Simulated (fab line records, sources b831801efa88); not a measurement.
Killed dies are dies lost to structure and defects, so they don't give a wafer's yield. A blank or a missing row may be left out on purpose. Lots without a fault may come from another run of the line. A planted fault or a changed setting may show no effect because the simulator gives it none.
One fault seen from 2 desks | flow sky130 | each desk has only its own numbers; what lay behind them comes last

THE METROLOGY DESK
What the gauges read, lot by lot, whatever tool the lot ran on: means of the sampled wafers that have a number. A lot is out of limits, marked OUT, if its mean lies more than 4 standard deviations from the usual mean; the brackets give that distance.
Columns: A = PWDE_TW at SKY_PWDE_TW_MEAS_10, usual 376
lot  | first seen here | A
L674 | day 4 06:01     | 375
L675 | day 4 08:00     | 376
L676 | day 4 08:55     | 382
L677 | day 4 13:40     | 376
L678 | day 5 01:13     | 380
L679 | day 5 01:36     | 369
L682 | day 5 16:12     | 376
L689 | day 7 11:19     | 376
L690 | day 7 13:46     | 380
L691 | day 7 22:28     | 369
L693 | day 8 06:40     | 377
L694 | day 8 11:46     | 370
L695 | day 8 19:14     | 377
L696 | day 9 13:32     | 377
L697 | day 9 13:52     | 377
This desk's finding: nothing out of limits on any of the 15 lots.

THE TOOL OWNER'S DESK: furnace-02
The tool's own readings at SKY_GATE_OXIDE_OXIDATION_01 (stabilise 600 s, purge 300 s, target thk 10.268 nm): means of the sampled wafers that have a number, for each lot that ran on this tool. A lot is out of limits, marked OUT, if its mean lies more than 4 standard deviations from the usual mean; the brackets give that distance.
Columns: A = ox_temp_c at SKY_GATE_OXIDE_OXIDATION_01, usual 900.0 C; B = ox_temp_c_max at SKY_GATE_OXIDE_OXIDATION_01, usual 904.5; C = spike_tc_bottom_C at SKY_GATE_OXIDE_OXIDATION_01, usual 917.2 C; D = spike_tc_upper_C at SKY_GATE_OXIDE_OXIDATION_01, usual 900.7 C; E = zone_power_upper_pct at SKY_GATE_OXIDE_OXIDATION_01, usual 18.5 %
lot  | first seen here | A     | B     | C     | D     | E
L675 | day 13 08:16    | 899.9 | 904.0 | 920.2 | 899.2 | 18.0
L677 | day 13 15:25    | 900.1 | 904.6 | 920.0 | 900.4 | 17.9
L678 | day 14 08:02    | 899.3 | 903.8 | 919.2 | 898.8 | 18.0
L682 | day 15 09:11    | 900.3 | 905.7 | 919.7 | 898.6 | 17.9
L696 | day 20 23:19    | 899.8 | 904.8 | 918.6 | 898.8 | 17.9
This desk's finding: nothing out of limits on any of the 5 lots.

PUT TOGETHER
The metrology desk saw nothing out of limits.
The tool owner's desk saw nothing out of limits.

WHAT THE SIMULATOR HAD PUT IN
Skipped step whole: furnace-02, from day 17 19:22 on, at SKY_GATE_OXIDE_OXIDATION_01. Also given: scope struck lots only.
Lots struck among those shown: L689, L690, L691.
